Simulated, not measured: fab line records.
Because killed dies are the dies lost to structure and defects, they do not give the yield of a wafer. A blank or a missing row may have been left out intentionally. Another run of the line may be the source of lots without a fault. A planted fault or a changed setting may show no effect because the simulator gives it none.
Chamber matching :: flow sfq_line :: SFQ_TRILAYER_L0_VIA_ETCH_VIA_ETCH_016 on rie_diel-01 has 4 sister chambers
The step etches SiO2 in CHF3, stops on MoNx KI, target depth 80 nm. 18 wafers are shown with their chamber, then 8 later ones without.

## WAFERS PAIRED WITH THEIR CHAMBERS
wafer: L128.1
chamber: 3
drypump_motor_current_A (A): 5.9
oes_product_au (a.u.): 0.842

wafer: L128.4
chamber: 2
drypump_motor_current_A (A): 6.0
oes_product_au (a.u.): 0.837

wafer: L128.6
chamber: 2
drypump_motor_current_A (A): 6.0
oes_product_au (a.u.): 0.850

wafer: L132.1
chamber: 1
drypump_motor_current_A (A): 5.4
oes_product_au (a.u.): 0.839

wafer: L132.2
chamber: 2
drypump_motor_current_A (A): 6.0
oes_product_au (a.u.): 0.833

wafer: L132.5
chamber: 1
drypump_motor_current_A (A): 5.4
oes_product_au (a.u.): 0.843

wafer: L133.1
chamber: 0
drypump_motor_current_A (A): 6.0
oes_product_au (a.u.): 0.852

wafer: L133.2
chamber: 3
drypump_motor_current_A (A): 5.9
oes_product_au (a.u.): 0.826

wafer: L133.6
chamber: 2
drypump_motor_current_A (A): 6.0
oes_product_au (a.u.): 0.844

wafer: L134.1
chamber: 3
drypump_motor_current_A (A): 6.0
oes_product_au (a.u.): 0.842

wafer: L134.5
chamber: 2
drypump_motor_current_A (A): 6.0
oes_product_au (a.u.): 0.848

wafer: L134.6
chamber: 1
drypump_motor_current_A (A): 5.4
oes_product_au (a.u.): 0.841

wafer: L135.1
chamber: 3
drypump_motor_current_A (A): 5.9
oes_product_au (a.u.): 0.842

wafer: L135.4
chamber: 1
drypump_motor_current_A (A): 5.4
oes_product_au (a.u.): 0.848

wafer: L135.5
chamber: 3
drypump_motor_current_A (A): 5.9
oes_product_au (a.u.): 0.837

wafer: L136.2
chamber: 0
drypump_motor_current_A (A): 6.0
oes_product_au (a.u.): 0.837

wafer: L136.5
chamber: 1
drypump_motor_current_A (A): 5.4
oes_product_au (a.u.): 0.841

wafer: L136.6
chamber: 0
drypump_motor_current_A (A): 6.0
oes_product_au (a.u.): 0.857

SIGNATURES, as means of the wafers listed above
reading: drypump_motor_current_A
chamber 0: 6.000
chamber 1: 5.400
chamber 2: 6.000
chamber 3: 5.920
scatter within a chamber: 0.0239

reading: oes_product_au
chamber 0: 0.84867
chamber 1: 0.84240
chamber 2: 0.84240
chamber 3: 0.83780
scatter within a chamber: 0.0069
Rule: for a wafer and a chamber, the distance is found by dividing, reading by reading, the gap between the wafer's reading and the chamber's mean by the reading's scatter, squaring, summing and taking the root. The wafer belongs to the nearest chamber; if the next one is less than 2 further off, it can't be placed. The scatter: take each reading less its chamber's mean, square it, sum over the shown wafers, divide by the number of wafers less the number of chambers, and take the root.

## WAFERS WHOSE CHAMBER IS MISSING
wafer: L137.1
drypump_motor_current_A (A): 5.4
oes_product_au (a.u.): 0.832

wafer: L137.2
drypump_motor_current_A (A): 5.9
oes_product_au (a.u.): 0.847

wafer: L137.6
drypump_motor_current_A (A): 5.9
oes_product_au (a.u.): 0.847

wafer: L146.1
drypump_motor_current_A (A): 5.4
oes_product_au (a.u.): 0.850

wafer: L146.6
drypump_motor_current_A (A): 6.1
oes_product_au (a.u.): 0.835

wafer: L149.3
drypump_motor_current_A (A): 6.0
oes_product_au (a.u.): 0.835

wafer: L149.4
drypump_motor_current_A (A): 6.1
oes_product_au (a.u.): 0.836

wafer: L149.5
drypump_motor_current_A (A): 5.9
oes_product_au (a.u.): 0.851

## WHICH CHAMBER EACH WENT THROUGH
wafer: L137.1
from the rows above: 1
in truth: 1

wafer: L137.2
from the rows above: 3
in truth: 3

wafer: L137.6
from the rows above: 3
in truth: 3

wafer: L146.1
from the rows above: 1
in truth: 1

wafer: L146.6
from the rows above: can't be placed: 2 or 0
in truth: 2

wafer: L149.3
from the rows above: can't be placed: 2 or 0
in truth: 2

wafer: L149.4
from the rows above: can't be placed: 2 or 0
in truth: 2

wafer: L149.5
from the rows above: 3
in truth: 3
5 of 8 placed correctly. Cannot be placed on the basis of these rows: 3; the candidates contain the true chamber in 3. Number placed wrongly: 0.
